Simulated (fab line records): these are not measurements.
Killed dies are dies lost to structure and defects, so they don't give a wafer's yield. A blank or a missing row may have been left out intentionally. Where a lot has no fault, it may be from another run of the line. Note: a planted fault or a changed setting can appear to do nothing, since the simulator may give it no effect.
The same fault as seen by 2 desks / flow gf180mcu / only its own numbers are on each desk; what lay behind them is given at the end

METROLOGY DESK
What the gauges read for every lot (on any tool): the sampled wafers with a number, averaged. Any lot whose mean is over 4 standard deviations away from the usual mean is out of limits and marked OUT; that distance is given in the brackets.
Columns: A = DNWELL_TW at GF_DNWELL_TW_MEAS_09, usual 1354; B = VT_IMPLANT_02_OVL at GF_VT_IMPLANT_OVL_MEAS_29, usual 1.1 nm
lot=L603; first seen here=day 2 19:17; A=1321; B=-0.1
lot=L607; first seen here=day 3 16:35; A=1355; B=1.2
lot=L608; first seen here=day 3 22:08; A=1365; B=1.3
lot=L609; first seen here=day 4 01:50; A=1367; B=-0.1
lot=L610; first seen here=day 4 08:38; A=1338; B=0.5
lot=L611; first seen here=day 4 15:08; A=1334; B=-0.7
lot=L612; first seen here=day 4 17:38; A=1376; B=1.1
lot=L614; first seen here=day 5 04:51; A=1364; B=3.6
lot=L617; first seen here=day 5 21:21; A=1334; B=0.9
lot=L618; first seen here=day 6 03:38; A=1338; B=4.8
lot=L619; first seen here=day 6 07:35; A=1330; B=0.2
lot=L624; first seen here=day 7 10:12; A=1357; B=1.7
lot=L625; first seen here=day 7 15:42; A=1364; B=0.8
lot=L626; first seen here=day 7 21:10; A=1354; B=0.7
This desk found nothing out of limits on any of the 14 lots.

AT THE TOOL OWNER'S DESK: implanter-01
The tool's own readings at GF_VT_IMPLANT_IMPLANT_08, given as means over the sampled wafers that have a number, one for each lot that went through this tool. Any lot whose mean is over 4 standard deviations away from the usual mean is out of limits and marked OUT; that distance is given in the brackets.
Columns: A = dose ions cm2 at GF_VT_IMPLANT_IMPLANT_08, usual 8.291e+12
lot=L607; first seen here=day 6 16:43; A=8.292e+12
lot=L608; first seen here=day 6 22:17; A=8.288e+12
lot=L609; first seen here=day 7 03:16; A=8.294e+12
lot=L612; first seen here=day 7 21:35; A=8.293e+12
lot=L617; first seen here=day 9 06:46; A=8.669e+12 (+38) OUT
lot=L619; first seen here=day 9 18:31; A=8.667e+12 (+38) OUT
This desk's finding: out of limits on L617, L619; first on L617, day 9 06:46 (dose ions cm2 at GF_VT_IMPLANT_IMPLANT_08). L607, L608, L609, L612: within limits.

BROUGHT TOGETHER
An alarm could have come from the tool owner's desk at day 9 06:46, on L617, L619.
Metrology desk: nothing out of limits seen.
The metrology desk has L617, L619 on record, within its limits.
The lots listed all ran GF_VT_IMPLANT_IMPLANT_08 on implanter-01.

WHAT HAD BEEN PUT IN BY THE SIMULATOR
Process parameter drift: implanter-01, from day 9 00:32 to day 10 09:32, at GF_VT_IMPLANT_IMPLANT_08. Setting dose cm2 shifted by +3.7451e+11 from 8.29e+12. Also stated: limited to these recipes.
Lots struck among those shown: L617, L619.
How many hours passed from the start of the fault until each desk's first out-of-limits reading: the tool owner's desk, 6.
